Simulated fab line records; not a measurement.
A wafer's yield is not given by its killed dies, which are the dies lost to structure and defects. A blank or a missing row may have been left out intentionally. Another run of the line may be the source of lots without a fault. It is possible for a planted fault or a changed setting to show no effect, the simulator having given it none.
Which tool is to blame? / flow gf180mcu / 18 wafers from 6 lots sampled at 2 of the route's 602 steps

WHAT THE GAUGES READ, wafer by wafer
GF_V5_OVL_MEAS_15.
lot=L974; measured=day 27 13:09; on=overlay-01; V5_OVL (nm)=-9 -13 -13
lot=L976; measured=day 28 09:07; on=overlay-01; V5_OVL (nm)=-2 5 0
lot=L978; measured=day 28 20:36; on=overlay-02; V5_OVL (nm)=-7 -5 -6
lot=L982; measured=day 29 22:39; on=overlay-01; V5_OVL (nm)=15 10 8
lot=L987; measured=day 31 11:39; on=overlay-02; V5_OVL (nm)=12 2 9
lot=L995; measured=day 33 08:12; on=overlay-01; V5_OVL (nm)=-8 -9 -4

EACH LOT AND THE TOOL THAT RAN IT (in order: tool; ch and the chambers of the sampled wafers; start)
lot=L974; GF_DUAL_GATE_STRIP_13=plasma-asher-03 ch 1, day 8 16:38
lot=L976; GF_DUAL_GATE_STRIP_13=plasma-asher-03 ch 0,1, day 9 08:03
lot=L978; GF_DUAL_GATE_STRIP_13=plasma-asher-02 ch 0,1, day 9 20:50
lot=L982; GF_DUAL_GATE_STRIP_13=plasma-asher-02 ch 0,1, day 10 21:56
lot=L987; GF_DUAL_GATE_STRIP_13=plasma-asher-02 ch 0,1, day 12 09:48
lot=L995; GF_DUAL_GATE_STRIP_13=plasma-asher-04 ch 0, day 14 18:39
- GF_DUAL_GATE_STRIP_13: strips in O2/N2.

THE ANSWER, worked out from the rows above alone
Rule: the usual values come from the lots themselves. Put in order of their means at a reading, lots are off if they are a third of the lots or fewer, leave a main group of 4 or more, and stand apart from it by a gap of 3 or more times the standard deviation of the main group's means; of several such gaps the widest counts. A main group is skipped when, at the precision printed for the reading in the tables above, its means are all equal. Also off: a lot with no number at a reading for which 4 or more lots have one. The other lots that the step has rows for count as sound.
No lot is off at any reading shown: from this, nothing can be told.

WHAT THE SIMULATOR PUT IN
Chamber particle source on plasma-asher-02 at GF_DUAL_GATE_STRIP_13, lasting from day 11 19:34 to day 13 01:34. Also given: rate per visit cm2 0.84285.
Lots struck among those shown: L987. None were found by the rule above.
